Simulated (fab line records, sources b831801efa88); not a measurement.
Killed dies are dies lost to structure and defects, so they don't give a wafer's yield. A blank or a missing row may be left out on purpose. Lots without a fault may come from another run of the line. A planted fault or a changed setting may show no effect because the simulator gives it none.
Which tool did it? | flow gf180mcu | 13 lots, 39 wafers sampled, at 5 steps of a route of 602

WHAT THE GAUGES READ, wafer by wafer
GF_DNWELL_TW_MEAS_09. Usual: DNWELL_TW 1343, standard deviation 15.
lot  | measured    | on            | DNWELL_TW      | flag
L652 | day 2 18:34 | film_metro-04 | 1327 1335 1331 |
L653 | day 2 22:50 | film_metro-03 | 1332 1332 1347 |
L654 | day 3 05:08 | film_metro-03 | 1364 1364 1360 |
L656 | day 3 15:39 | film_metro-04 | 1348 1343 1341 |
L657 | day 3 20:07 | film_metro-03 | 1353 1343 1350 |
L658 | day 4 02:24 | film_metro-02 | 1358 1366 1355 |
L659 | day 4 07:50 | film_metro-02 | 1526 1524 1529 | OFF
L660 | day 4 12:58 | film_metro-03 | 1488 1480 1478 | OFF
L669 | day 6 12:34 | film_metro-03 | 1352 1346 1356 |
L671 | day 6 23:43 | film_metro-04 | 1316 1317 1313 |
L672 | day 7 04:28 | film_metro-04 | 1337 1336 1327 |
L674 | day 7 15:31 | film_metro-03 | 1343 1344 1346 |
L675 | day 7 21:36 | film_metro-03 | 1340 1340 1344 |

GF_VT_IMPLANT_TW_MEAS_10. Usual: VT_IMPLANT_TW 561, standard deviation 5.4.
lot  | measured     | on            | VT_IMPLANT_TW | flag
L652 | day 5 15:37  | film_metro-04 | 557 554 556   |
L653 | day 5 19:46  | film_metro-03 | 563 563 564   |
L654 | day 6 01:22  | film_metro-01 | 571 572 570   |
L656 | day 6 14:13  | film_metro-01 | 566 571 566   |
L657 | day 6 18:49  | film_metro-04 | 553 551 558   |
L658 | day 7 04:10  | film_metro-01 | 565 567 565   |
L659 | day 7 08:04  | film_metro-04 | 554 556 553   |
L660 | day 7 18:08  | film_metro-04 | 553 554 552   |
L669 | day 9 22:13  | film_metro-01 | 565 566 565   |
L671 | day 10 12:48 | film_metro-03 | 564 559 559   |
L672 | day 10 17:43 | film_metro-01 | 565 566 564   |
L674 | day 11 05:46 | film_metro-03 | 562 562 562   |
L675 | day 11 13:50 | film_metro-03 | 559 558 560   |

GF_VT_IMPLANT_OVL_MEAS_29. Usual: VT_IMPLANT_02_OVL -0.9 nm, standard deviation 1.1.
lot  | measured     | on         | VT_IMPLANT_02_OVL (nm) | flag
L652 | day 6 21:52  | overlay-01 | -0.3 1.5 -0.7          |
L653 | day 7 01:19  | overlay-01 | -1.7 -2.4 -2.2         |
L654 | day 7 07:13  | overlay-02 | 0.6 0.7 0.1            |
L656 | day 7 20:38  | overlay-01 | -1.1 0.2 0.6           |
L657 | day 8 02:34  | overlay-01 | -2.6 -2.4 -2.1         |
L658 | day 8 12:13  | overlay-02 | -1.8 0.1 -0.9          |
L659 | day 8 16:40  | overlay-02 | -0.4 0.2 0.2           |
L660 | day 9 02:07  | overlay-01 | -1.5 -1.4 -2.8         |
L669 | day 11 09:44 | overlay-02 | -0.4 0.3 -0.4          |
L671 | day 12 01:22 | overlay-02 | -1.1 -3.0 -1.1         |
L672 | day 12 06:37 | overlay-01 | -1.4 -0.3 -1.2         |
L674 | day 12 18:51 | overlay-02 | 0.9 0.4 -0.7           |
L675 | day 13 03:44 | overlay-02 | -3.6 -1.1 -2.0         |

WHICH TOOL RAN EACH LOT (tool, then ch and the chambers of the sampled wafers, then the start)
lot  | GF_DNWELL_IMPLANT_07           | GF_DNWELL_STRIP_08
L652 | implanter-01 ch 0, day 2 18:20 | plasma_asher-01 ch 0,1, day 2 18:28
L653 | implanter-01 ch 0, day 2 22:38 | plasma_asher-04 ch 0,1, day 2 22:45
L654 | implanter-01 ch 0, day 3 04:53 | plasma_asher-02 ch 0,1, day 3 05:02
L656 | implanter-04 ch 0, day 3 15:24 | plasma_asher-04 ch 0,1, day 3 15:33
L657 | implanter-02 ch 0, day 3 19:52 | plasma_asher-02 ch 0,1, day 3 20:00
L658 | implanter-02 ch 0, day 4 02:11 | plasma_asher-02 ch 0,1, day 4 02:19
L659 | implanter-02 ch 0, day 4 07:35 | plasma_asher-04 ch 0,1, day 4 07:44
L660 | implanter-02 ch 0, day 4 12:43 | plasma_asher-01 ch 0,1, day 4 12:51
L669 | implanter-01 ch 0, day 6 12:20 | plasma_asher-04 ch 0,1, day 6 12:28
L671 | implanter-01 ch 0, day 6 23:28 | plasma_asher-02 ch 0,1, day 6 23:37
L672 | implanter-01 ch 0, day 7 04:14 | plasma_asher-01 ch 1, day 7 04:22
L674 | implanter-02 ch 0, day 7 15:17 | plasma_asher-02 ch 0,1, day 7 15:26
L675 | implanter-02 ch 0, day 7 21:24 | plasma_asher-02 ch 0,1, day 7 21:31
- GF_DNWELL_IMPLANT_07
- GF_DNWELL_STRIP_08: strips in O2/N2.

WHAT THE TOOLS THEMSELVES READ (means of the sampled wafers that have a number; where no wafer has one, the mark that the record gives instead)
GF_DNWELL_IMPLANT_07. Usual: beam_on_s 10.00 s, standard deviation 0.21; faraday_current_uA 56.4, standard deviation 1.2.
lot  | tool         | beam_on_s (s) | faraday_current_uA | flag
L652 | implanter-01 | 9.97          | 56.7               |
L653 | implanter-01 | 9.85          | 57.2               |
L654 | implanter-01 | 9.92          | 56.9               |
L656 | implanter-04 | 10.06         | 55.9               |
L657 | implanter-02 | 10.11         | 55.7               |
L658 | implanter-02 | 9.95          | 56.8               |
L659 | implanter-02 | 13.75         | 41.0               | OFF
L660 | implanter-02 | 13.68         | 41.2               | OFF
L669 | implanter-01 | 10.05         | 56.1               |
L671 | implanter-01 | 9.94          | 56.7               |
L672 | implanter-01 | 9.96          | 56.6               |
L674 | implanter-02 | 10.00         | 56.4               |
L675 | implanter-02 | 10.08         | 56.0               |

GF_DNWELL_STRIP_08. Usual: drypump_motor_current_A 5.7 A, standard deviation 0.31; heater_power_w 339 W, standard deviation 19; oes_product_au 0.722 a.u., standard deviation 0.0044; platen_temp_c 250.00 C, standard deviation 0.16; strip_time_to_endpoint_s 36.98 s, standard deviation 0.094.
lot  | tool            | drypump_motor_current_A (A) | heater_power_w (W) | oes_product_au (a.u.) | platen_temp_c (C) | strip_time_to_endpoint_s (s) | flag
L652 | plasma_asher-01 | 5.3                         | 348                | 0.723                 | 249.96            | 37.02                        |
L653 | plasma_asher-04 | 6.0                         | 330                | 0.722                 | 250.16            | 36.98                        |
L654 | plasma_asher-02 | 5.7                         | 354                | 0.723                 | 250.06            | 36.92                        |
L656 | plasma_asher-04 | 6.0                         | 337                | 0.727                 | 250.01            | 37.08                        |
L657 | plasma_asher-02 | 5.9                         | 344                | 0.723                 | 250.12            | 37.15                        |
L658 | plasma_asher-02 | 5.7                         | 357                | 0.724                 | 249.92            | 37.08                        |
L659 | plasma_asher-04 | 6.0                         | 332                | 0.727                 | 250.00            | 36.83                        |
L660 | plasma_asher-01 | 5.4                         | 324                | 0.725                 | 249.93            | 36.92                        |
L669 | plasma_asher-04 | 6.0                         | 335                | 0.724                 | 249.90            | 36.97                        |
L671 | plasma_asher-02 | 5.7                         | 353                | 0.725                 | 249.97            | 36.98                        |
L672 | plasma_asher-01 | 5.4                         | 307                | 0.719                 | 249.85            | 36.90                        |
L674 | plasma_asher-02 | 5.7                         | 351                | 0.725                 | 250.27            | 36.90                        |
L675 | plasma_asher-02 | 5.7                         | 351                | 0.719                 | 250.01            | 36.98                        |

THE ANSWER, worked out from the rows above alone
Rule: a lot is off if the mean of its wafers that have a number lies more than 3 standard deviations from the usual mean. A lot without any number at a reading at which 4 lots or more have one is off too. The other lots that the step has rows for count as sound. The gauges are gone through in route order, then the tools' own readings, and for those a lot's mean is taken as printed above. The first step at which some lot is off is used, and at that step the reading that is off furthest; a lot without a number counts as furthest.
Off: L659, L660, at GF_DNWELL_TW_MEAS_09 (DNWELL_TW).
A tool fits if, at a process step before that reading, it ran every lot that is off, and no sound lot after the first of them. The gauges at GF_DNWELL_TW_MEAS_09 aren't tried: what is off there is off at GF_DNWELL_IMPLANT_07 too, on other tools, and a gauge's error can't cause that. None of those tried fits.

WHAT THE SIMULATOR HAD PUT IN
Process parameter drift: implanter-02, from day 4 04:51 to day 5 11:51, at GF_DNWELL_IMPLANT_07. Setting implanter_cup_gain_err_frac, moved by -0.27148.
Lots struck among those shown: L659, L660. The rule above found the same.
